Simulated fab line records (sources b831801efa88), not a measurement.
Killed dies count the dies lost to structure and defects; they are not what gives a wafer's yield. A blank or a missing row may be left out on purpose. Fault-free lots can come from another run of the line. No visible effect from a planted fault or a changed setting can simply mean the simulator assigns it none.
fab line records	flow sky130
record: lots: 11	wafers: 32	last-day: 50
route steps=708 shown VIA2@529 CAPM@544 METAL3@564 PAD_OPEN@708
lots that met no fault: taken from a fault-free run of the same line
start-h: hours from the record's first day to the start of the lot's first wafer shown	wait-h: time in hours since the lot's previous step	" identical to the entry in the row above	L1.1+2: several wafers, shown together as one row	- no value present, or no start provided	* or withheld: withheld	< > ~ a bound
route shown NAME@n: NAME is a module with steps in the file, n the number in the route of the first one	usual: the fault-free wafers' mean and standard deviation	same: alike in all rows	chamber/n: place in a boat	sites: per-site readings	_std_site: their standard deviation	_edge_site: the outer-site mean with the inner-site mean subtracted	radius-mm: for every site, how far away it sits from the centre of the wafer	mask NAME#n: copy n	behind: the most recent tool/chamber to have shaped the wafer	hold: what put the lot on hold/how long, in hours/how the hold closed	device: which transistor (n, p or np) failed to switch	end of line: at the end of the route, the tests of the same wafers	for a step that has no rows: nothing shown but its recipe	killed: at the first sort, the dies lost to defects and structure; wafer yield is something else	map: shows each die of a wafer: x if killed, . if not, _ if none is there
set.NAME: the setting the step ran with; set.NAME@STEP: the setting that earlier step ran with	model.NAME: the simulator's own value behind a step, which no gauge read
the route's steps for a sample of lots (tables are steps, rows are wafers)
services: the hour from which a tool's chamber was out of use, counted from the record's first day as start-h (under 0 if before that day), plus the number of hours and why
== steps ==
step: SKY_VIA2_RS_MEAS_22
recipe: thk-meas-gauge: four-point-probe	reads: W_of_VIA2_CVD_21+TiN_of_VIA2_SPUTTER_20
usual: VIA2_W_RS: 0.2757/0.0027
lot.wafer	tool	chamber	start-h	wait-h	VIA2_W_RS[ohm/sq]
L963.1	film-metro-02	-	846.48	0.1	0.2807
L963.2	"	-	"	"	0.2762
L963.3	"	-	"	"	0.2747
L965.1	film-metro-01	-	871.57	0.1	0.2750
L965.2	"	-	"	"	0.2781
L965.6	"	-	"	"	0.2786
L967.3	film-metro-01	-	903.68	0.1	0.2745
L967.4	"	-	"	"	0.2735
L967.6	"	-	"	"	0.2741
L970.1	film-metro-02	-	906.12	0.1	0.2780
L970.4	"	-	"	"	0.2805
L970.5	"	-	"	"	0.2790
L969.1	film-metro-04	-	906.51	0.1	0.2747
L969.3	"	-	"	"	0.2802
L969.6	"	-	"	"	0.2796
L968.2	film-metro-02	-	908.41	0.1	0.2736
L968.3	"	-	"	"	0.2771
L968.5	"	-	"	"	0.2783
L971.1	film-metro-04	-	909.43	0.1	0.2782
L971.2	"	-	"	"	0.2747
L971.4	"	-	"	"	0.2777
L973.1	film-metro-01	-	934.04	0.1	0.2727
L973.2	"	-	"	"	0.2763
L973.5	"	-	"	"	0.2764
L980.5	film-metro-02	-	969.35	0.1	0.2786
L980.6	"	-	"	"	0.2792
L984.1	film-metro-02	-	990.19	0.1	0.2744
L984.5	"	-	"	"	0.2751
L984.6	"	-	"	"	0.2734
L985.1	film-metro-01	-	998.93	0.1	0.2737
L985.2	"	-	"	"	0.2779
L985.5	"	-	"	"	0.2789
step: SKY_CAPM_COAT_07
recipe: resist: NOVOLAK	spin-rpm: 3000	resist-thk-nm: 1140
usual: dispense-pressure-kPa: 50.8/2.7
lot.wafer	tool	chamber	start-h	wait-h	dispense-pressure-kPa
L963.1	litho-track-03	0	859.34	0.1	49.7
L963.2	"	0	"	"	49.7
L963.3	"	0	"	"	49.7
L965.1	litho-track-03	0	884.09	0.1	49.8
L965.2	"	0	"	"	49.8
L965.6	"	0	"	"	49.8
L967.3	litho-track-03	0	916.69	0.1	49.8
L967.4	"	0	"	"	49.8
L967.6	"	0	"	"	49.8
L970.1	litho-track-01	0	919.59	0.1	53.5
L970.4	"	0	"	"	53.5
L970.5	"	0	"	"	53.5
L969.1	litho-track-01	0	920.19	0.1	53.5
L969.3	"	0	"	"	53.5
L969.6	"	0	"	"	53.5
L968.2	litho-track-01	0	922.56	0.1	53.5
L968.3	"	0	"	"	53.5
L968.5	"	0	"	"	53.5
L971.1	litho-track-01	0	923.44	0.1	53.5
L971.2	"	0	"	"	53.5
L971.4	"	0	"	"	53.5
L973.1	litho-track-01	0	947.49	0.1	53.5
L973.2	"	0	"	"	53.5
L973.5	"	0	"	"	53.5
L980.5	litho-track-01	0	981.79	0.1	53.6
L980.6	"	0	"	"	53.5
L984.1	litho-track-01	0	1002.64	0.1	53.5
L984.5	"	0	"	"	53.6
L984.6	"	0	"	"	53.6
L985.1	litho-track-02	0	1010.62	0.1	46.9
L985.2	"	0	"	"	47.0
L985.5	"	0	"	"	47.0
step: SKY_CAPM_STRIP_14
recipe: chemistry: O2/N2	power-w: 1400	pressure-mtorr: 1500	platen-temp-c: withheld	o2-flow-sccm: 3000	n2-flow-sccm: 300	overash-fraction: 0.5
usual: drypump-motor-current-A: 5.5/0.39	oes-product-au: 0.711/0.0048	strip-time-to-endpoint-s: 12.65/0.042
lot.wafer	tool	chamber	start-h	wait-h	drypump-motor-current-A	oes-product-au	rf-hours-counter-h	strip-time-to-endpoint-s
L963.1	plasma-asher-04	1	873.10	0.1	5.6	0.718	100	12.67
L963.2	"	0	"	"	6.1	0.709	100	12.65
L963.3	"	0	"	"	6.2	0.711	-	12.69
L965.1	plasma-asher-04	1	897.30	0.1	5.6	0.708	102	12.64
L965.2	"	0	"	"	6.1	0.705	102	12.62
L965.6	"	1	"	"	5.7	0.709	-	12.66
L967.3	plasma-asher-01	0	929.52	0.1	5.2	0.713	-	12.65
L967.4	"	1	"	"	5.6	0.707	-	12.59
L967.6	"	1	"	"	5.5	0.714	-	12.60
L970.1	plasma-asher-01	1	931.30	0.1	5.6	0.717	51	12.55
L970.4	"	0	"	"	5.1	0.711	-	12.63
L970.5	"	0	"	"	5.1	0.706	-	12.60
L969.1	plasma-asher-04	1	931.94	0.1	5.6	0.716	106	12.61
L969.3	"	1	"	"	5.6	0.716	-	12.63
L969.6	"	0	"	"	6.1	0.713	-	12.62
L968.2	plasma-asher-01	0	934.26	0.1	5.1	0.707	52	12.64
L968.3	"	0	"	"	5.1	0.705	-	12.64
L968.5	"	1	"	"	5.5	0.717	-	12.66
L971.1	plasma-asher-03	0	934.84	0.1	5.4	0.709	83	12.72
L971.2	"	1	"	"	5.0	0.697	83	12.65
L971.4	"	1	"	"	5.0	0.712	-	12.64
L973.1	plasma-asher-03	1	959.25	0.1	5.0	0.708	86	12.69
L973.2	"	0	"	"	5.4	0.702	86	12.60
L973.5	"	0	"	"	5.5	0.709	-	12.66
L980.5	plasma-asher-04	1	993.30	0.1	5.7	0.683	-	11.22
L980.6	"	0	"	"	6.1	0.718	-	12.64
L984.1	plasma-asher-04	0	1013.50	0.1	6.1	0.691	114	11.22
L984.5	"	1	"	"	5.6	0.693	-	11.23
L984.6	"	0	"	"	6.1	0.710	-	12.64
L985.1	plasma-asher-01	0	1023.05	0.1	5.1	0.715	61	12.74
L985.2	"	1	"	"	5.5	0.714	61	12.71
L985.5	"	0	"	"	5.1	0.710	-	12.74
step: SKY_METAL3_OVL_MEAS_14
usual: METAL3_OVL: 4/5.8
lot.wafer	tool	chamber	start-h	wait-h	METAL3_OVL[nm]
L963.1	overlay-02	-	898.93	0.1	-1
L963.2	"	-	"	"	3
L963.3	"	-	"	"	-11
L965.1	overlay-02	-	922.82	0.1	4
L965.2	"	-	"	"	15
L965.6	"	-	"	"	14
L967.3	overlay-01	-	954.48	0.1	5
L967.4	"	-	"	"	-4
L967.6	"	-	"	"	-1
L970.1	overlay-02	-	955.79	0.1	10
L970.4	"	-	"	"	2
L970.5	"	-	"	"	9
L969.1	overlay-01	-	956.87	0.1	-3
L969.3	"	-	"	"	-1
L969.6	"	-	"	"	5
L968.2	overlay-01	-	959.10	0.1	6
L968.3	"	-	"	"	-7
L968.5	"	-	"	"	-8
L971.1	overlay-01	-	959.92	0.1	1
L971.2	"	-	"	"	0
L971.4	"	-	"	"	5
L973.1	overlay-01	-	984.44	0.1	11
L973.2	"	-	"	"	5
L973.5	"	-	"	"	10
L980.5	overlay-02	-	1016.64	0.0	-1
L980.6	"	-	"	"	8
L984.1	overlay-01	-	1036.61	0.1	0
L984.5	"	-	"	"	-6
L984.6	"	-	"	"	11
L985.1	overlay-02	-	1046.75	0.1	5
L985.2	"	-	"	"	5
L985.5	"	-	"	"	3
step: SKY_METAL3_STRIP_19
recipe: chemistry: O2/N2	power-w: 1400	pressure-mtorr: 1500	platen-temp-c: withheld	o2-flow-sccm: 3000	n2-flow-sccm: 300	overash-fraction: 0.5
usual: drypump-motor-current-A: 5.6/0.35	oes-product-au: 0.501/0.0051	strip-time-to-endpoint-s: 6.51/0.058
lot.wafer	tool	chamber	start-h	wait-h	drypump-motor-current-A	oes-product-au	rf-hours-counter-h	strip-time-to-endpoint-s
L963.1	plasma-asher-01	1	899.29	0.1	5.5	0.497	47	6.52
L963.2	"	0	"	"	5.1	0.500	47	6.48
L963.3	"	0	"	"	5.1	0.511	-	6.55
L965.1	plasma-asher-02	0	923.18	0.1	5.6	0.497	19	6.49
L965.2	"	1	"	"	5.1	0.501	19	6.46
L965.6	"	1	"	"	5.1	0.505	-	6.47
L967.3	plasma-asher-02	0	954.87	0.1	5.6	0.509	-	6.64
L967.4	"	1	"	"	5.1	0.505	-	6.58
L967.6	"	0	"	"	5.7	0.497	-	6.59
L970.1	plasma-asher-04	1	956.15	0.1	5.6	0.497	108	6.48
L970.4	"	0	"	"	6.1	0.506	-	6.52
L970.5	"	0	"	"	6.1	0.503	-	6.52
L969.1	plasma-asher-01	1	957.23	0.1	5.6	0.507	54	6.57
L969.3	"	0	"	"	5.1	0.503	-	6.58
L969.6	"	0	"	"	5.1	0.504	-	6.57
L968.2	plasma-asher-04	1	959.45	0.1	5.7	0.507	108	6.67
L968.3	"	1	"	"	5.6	0.501	-	6.53
L968.5	"	1	"	"	5.6	0.505	-	6.55
L971.1	plasma-asher-02	0	960.28	0.1	5.6	0.509	23	6.56
L971.2	"	1	"	"	5.1	0.501	23	6.42
L971.4	"	1	"	"	5.1	0.509	-	6.55
L973.1	plasma-asher-02	0	984.98	0.3	5.6	0.503	25	6.51
L973.2	"	1	"	"	5.1	0.500	25	6.51
L973.5	"	1	"	"	5.2	0.505	-	6.55
L980.5	plasma-asher-04	0	1017.04	0.1	6.1	0.495	-	6.46
L980.6	"	1	"	"	5.7	0.496	-	6.44
L984.1	plasma-asher-04	1	1036.97	0.1	5.7	0.496	117	6.46
L984.5	"	0	"	"	6.1	0.501	-	6.47
L984.6	"	1	"	"	5.7	0.501	-	6.52
L985.1	plasma-asher-01	0	1047.11	0.1	5.2	0.500	63	6.54
L985.2	"	1	"	"	5.6	0.494	63	6.52
L985.5	"	1	"	"	5.6	0.504	-	6.52
step: SKY_PAD_OPEN_PROBE_99
usual: defect-limited-yield: 82.2/1.9	killed_at_M0_to_M3: 43/6.5	killed_at_M4_up: 3.5/1.9	killed-at-contacts: 24/5.4	killed-at-front-end: 16/4.8	killed-at-other: 0.4/0.64	killed-dies: 87/9.4	killed-on-rim: 18/4.1	killed-open: 47/7	killed-short: 40/6.3	sort_bin_3_pad_short: 0.9/0.4	sort_bin_5_function: 10.5/1.4	sort_bin_6_memory: 6.3/1.1	sort-n-pass: 405/9.4	sort-yield-pct: 82.2/1.9
same: gross-dies: 492	killed-at-back-side: 0	sort_bin_4_leakage[%]: 0	sort_bin_8_speed[%]: 0
lot.wafer	tool	chamber	start-h	wait-h	defect-limited-yield[%]	killed_at_M0_to_M3	killed_at_M4_up	killed-at-contacts	killed-at-front-end	killed-at-other	killed-dies	killed-on-rim	killed-open	killed-short	sort_bin_3_pad_short[%]	sort_bin_5_function[%]	sort_bin_6_memory[%]	sort-n-pass	sort-yield-pct[%]
L980.5	prober-01	-	1168.51	0.2	82.3	43	5	23	15	1	87	13	49	38	0.8	10.0	6.9	405	82.3
killed by level:class
L980.5 VIA1:geometric-particle:open=8 CONTACT:geometric-particle:open=7 VIA3:geometric-particle:open=7 FIELD_ISO:geometric-particle:open=6 LI_CONTACT:geometric-particle:open=6 VIA2:geometric-particle:open=6 METAL2:geometric-particle:short=6 LOCAL_INTERCONNECT:geometric-particle:short=5
== services ==
tool	chamber	start-h	hours	kind
plasma-asher-04	-	839.36	3.5	repair
plasma-asher-03	-	889.01	2.0	repair
plasma-asher-04	-	915.87	2.8	pm
litho-track-03	-	916.40	-	consumable-replace:filter
plasma-asher-03	-	924.04	1.0	repair
plasma-asher-02	-	958.20	0.5	repair
litho-track-03	-	977.12	-	consumable-replace:filter
plasma-asher-02	-	996.90	28.1	pm
plasma-asher-04	-	1039.34	0.6	repair
plasma-asher-04	-	1045.70	1.9	repair
== key ==
first-sign: step: SKY_CAPM_STRIP_14	reading: strip-time-to-endpoint-s	direction: down	sigmas: 34	usual: *	struck: *
effect: step: SKY_CAPM_STRIP_14	reading: oes-product-au	direction: down	sigmas: 4.5	usual: 0.711	struck: 0.689
met-at SKY_CAPM_COAT_07
struck-lots L980,L984
struck-wafers L980.5,L984.1,L984.5
not-acting-at SKY_VIA2_RS_MEAS_22,SKY_METAL3_OVL_MEAS_14,SKY_METAL3_STRIP_19
onset-between 947.49 981.79
fault: kind: process-parameter-drift	tool: litho-track-01	chamber: -	onset-h: 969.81	steps: SKY_CAPM_COAT_07	channel: resist-thk-nm	offset: -123.8	shape: step	end-h: 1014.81	scope: struck-wafers-only	acts-in: these-recipes-only	stated: 1140
